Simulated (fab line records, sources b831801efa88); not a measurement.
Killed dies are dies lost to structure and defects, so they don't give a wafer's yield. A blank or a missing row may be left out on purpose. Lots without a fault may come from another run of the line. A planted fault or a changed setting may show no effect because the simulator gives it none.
Which tool did it? | flow sky130 | 11 lots, 33 wafers sampled, at 5 steps of a route of 708

WHAT THE GAUGES READ, wafer by wafer
SKY_SPACER_THK_MEAS_01.
lot  | measured     | on            | SPACER_CVD_00_THK (nm)
L139 | day 23 01:38 | film_metro-03 | 44.0 43.8 43.8
L141 | day 24 00:28 | film_metro-03 | 43.6 43.5 44.1
L143 | day 24 13:50 | film_metro-02 | 43.1 43.5 43.6
L144 | day 25 04:52 | film_metro-02 | 43.1 43.3 43.3
L146 | day 25 15:43 | film_metro-04 | 43.6 43.6 43.5
L151 | day 27 07:06 | film_metro-02 | 43.5 43.1 43.0
L157 | day 29 14:04 | film_metro-04 | 43.7 43.7 43.9
L159 | day 29 19:50 | film_metro-04 | 42.9 42.6 42.6
L160 | day 30 09:31 | film_metro-04 | 42.7 43.1 43.2
L161 | day 30 15:52 | film_metro-04 | 42.7 42.7 42.9
L162 | day 30 22:02 | film_metro-04 | 42.9 42.6 42.7

SKY_CONTACT_THK_MEAS_01.
lot  | measured     | on            | CONTACT_CVD_00_THK (nm)
L139 | day 30 11:04 | film_metro-01 | 72.7 73.8 75.4
L141 | day 31 08:07 | film_metro-04 | 73.8 75.9 75.6
L143 | day 31 20:46 | film_metro-04 | 73.9 73.5 74.7
L144 | day 32 11:22 | film_metro-04 | 74.8 74.1 76.6
L146 | day 32 21:45 | film_metro-01 | 73.6 48.7 74.9
L151 | day 34 08:31 | film_metro-01 | 75.1 49.6 75.0
L157 | day 36 11:13 | film_metro-04 | 73.9 75.6 76.1
L159 | day 36 17:59 | film_metro-04 | 74.2 74.6 75.5
L160 | day 37 05:28 | film_metro-04 | 74.8 75.2 74.8
L161 | day 37 12:41 | film_metro-02 | 74.2 75.0 76.3
L162 | day 37 17:31 | film_metro-01 | 72.9 75.4 74.4

WHICH TOOL RAN EACH LOT (tool, then ch and the chambers of the sampled wafers, then the start)
lot  | SKY_LDD_LDN_STRIP_12                 | SKY_RES_XHIGH_STRIP_08               | SKY_CONTACT_CVD_00
L139 | plasma_asher-04 ch 0,1, day 22 19:43 | plasma_asher-01 ch 0,1, day 26 18:07 | pecvd-02 ch 0,1, day 30 11:01
L141 | plasma_asher-01 ch 0,1, day 23 22:25 | plasma_asher-03 ch 0,1, day 27 16:32 | pecvd-04 ch 0,2, day 31 08:04
L143 | plasma_asher-01 ch 0,1, day 24 12:25 | plasma_asher-02 ch 0,1, day 28 05:38 | pecvd-02 ch 0,2, day 31 20:44
L144 | plasma_asher-01 ch 0,1, day 25 03:27 | plasma_asher-01 ch 0,1, day 28 20:08 | pecvd-02 ch 0,1,2, day 32 11:20
L146 | plasma_asher-01 ch 0,1, day 25 12:19 | plasma_asher-01 ch 0,1, day 29 06:13 | pecvd-02 ch 0,1, day 32 21:43
L151 | plasma_asher-04 ch 0,1, day 27 05:09 | plasma_asher-01 ch 0, day 30 20:14   | pecvd-02 ch 0,2, day 34 08:29
L157 | plasma_asher-01 ch 1, day 29 12:08   | plasma_asher-02 ch 0,1, day 33 00:25 | pecvd-03 ch 0,2, day 36 11:10
L159 | plasma_asher-02 ch 0,1, day 29 17:14 | plasma_asher-02 ch 0,1, day 33 06:10 | pecvd-03 ch 1,2, day 36 17:56
L160 | plasma_asher-04 ch 0,1, day 30 08:06 | plasma_asher-02 ch 0,1, day 33 20:10 | pecvd-04 ch 1,2, day 37 05:25
L161 | plasma_asher-04 ch 0,1, day 30 14:26 | plasma_asher-01 ch 0,1, day 34 01:59 | pecvd-04 ch 0,1, day 37 12:39
L162 | plasma_asher-04 ch 1, day 30 20:00   | plasma_asher-01 ch 0,1, day 34 07:14 | pecvd-04 ch 0,2, day 37 17:28
- SKY_LDD_LDN_STRIP_12: strips in O2/N2.
- SKY_RES_XHIGH_STRIP_08: strips in O2/N2.
- SKY_CONTACT_CVD_00: deposits Si3N4, target thk 75 nm.

WHAT THE TOOLS THEMSELVES READ (means of the sampled wafers that have a number; where no wafer has one, the mark that the record gives instead)
SKY_LDD_LDN_STRIP_12.
lot  | tool            | drypump_motor_current_A (A) | oes_product_au (a.u.) | strip_time_to_endpoint_s (s)
L139 | plasma_asher-04 | 5.9                         | 0.718                 | 14.28
L141 | plasma_asher-01 | 5.4                         | 0.713                 | 14.19
L143 | plasma_asher-01 | 5.4                         | 0.717                 | 14.20
L144 | plasma_asher-01 | 5.4                         | 0.716                 | 14.22
L146 | plasma_asher-01 | 5.6                         | 0.715                 | 14.15
L151 | plasma_asher-04 | 5.8                         | 0.718                 | 14.24
L157 | plasma_asher-01 | 5.8                         | 0.718                 | 14.21
L159 | plasma_asher-02 | 6.2                         | 0.714                 | 14.19
L160 | plasma_asher-04 | 5.8                         | 0.720                 | 14.16
L161 | plasma_asher-04 | 5.8                         | 0.712                 | 14.15
L162 | plasma_asher-04 | 5.8                         | 0.713                 | 14.19

SKY_RES_XHIGH_STRIP_08.
lot  | tool            | drypump_motor_current_A (A) | oes_product_au (a.u.) | strip_time_to_endpoint_s (s)
L139 | plasma_asher-01 | 5.4                         | 0.711                 | 14.24
L141 | plasma_asher-03 | 5.9                         | 0.712                 | 14.25
L143 | plasma_asher-02 | 6.2                         | 0.712                 | 14.27
L144 | plasma_asher-01 | 5.4                         | 0.712                 | 14.32
L146 | plasma_asher-01 | 5.5                         | 0.711                 | 14.31
L151 | plasma_asher-01 | 5.3                         | 0.712                 | 14.26
L157 | plasma_asher-02 | 6.2                         | 0.715                 | 14.25
L159 | plasma_asher-02 | 6.2                         | 0.710                 | 14.34
L160 | plasma_asher-02 | 5.8                         | 0.710                 | 14.25
L161 | plasma_asher-01 | 5.4                         | 0.709                 | 14.34
L162 | plasma_asher-01 | 5.4                         | 0.709                 | 14.33

SKY_CONTACT_CVD_00.
lot  | tool     | heater_power_outer_w (W) | heater_power_w (W) | rf_fwd_power_W (W)
L139 | pecvd-02 | 374                      | 668                | 440.5
L141 | pecvd-04 | 382                      | 652                | 444.8
L143 | pecvd-02 | 387                      | 673                | 441.7
L144 | pecvd-02 | 375                      | 672                | 443.2
L146 | pecvd-02 | 355                      | 636                | 437.9
L151 | pecvd-02 | 354                      | 631                | 441.5
L157 | pecvd-03 | 551                      | 879                | 443.3
L159 | pecvd-03 | 520                      | 811                | 443.8
L160 | pecvd-04 | 453                      | 736                | 444.7
L161 | pecvd-04 | 428                      | 714                | 443.0
L162 | pecvd-04 | 434                      | 718                | 444.8

THE ANSWER, worked out from the rows above alone
Rule: what is usual is taken from the lots themselves. Put in order of their means at a reading, lots are off if they are a third of the lots or fewer, leave a main group of 4 or more, and stand apart from it by a gap of 3 or more times the standard deviation of the main group's means; of several such gaps the widest counts. A main group whose means are all the same, to the digits that the tables above print for the reading, isn't used. A lot without any number at a reading at which 4 lots or more have one is off too. The other lots that the step has rows for count as sound. The gauges are gone through in route order, then the tools' own readings, and for those a lot's mean is taken as printed above. The first step at which some lot is off is used, and at that step the reading that is off furthest; a lot without a number counts as furthest.
Off: L146, L151, at SKY_CONTACT_THK_MEAS_01 (CONTACT_CVD_00_THK). The main group: mean 74.7 nm, standard deviation 0.48.
A tool fits if, at a process step before that reading, it ran every lot that is off, and no sound lot after the first of them. The gauges at SKY_CONTACT_THK_MEAS_01 are tried like those tools. One fits: pecvd-02 at SKY_CONTACT_CVD_00. Its last sound lot is L144 (day 32 11:20), its first lot that is off L146 (day 32 21:43): a fault that began between those two fits.

WHAT THE SIMULATOR HAD PUT IN
Process parameter drift: pecvd-02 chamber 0, from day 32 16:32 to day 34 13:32, at SKY_CONTACT_CVD_00. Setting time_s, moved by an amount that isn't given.
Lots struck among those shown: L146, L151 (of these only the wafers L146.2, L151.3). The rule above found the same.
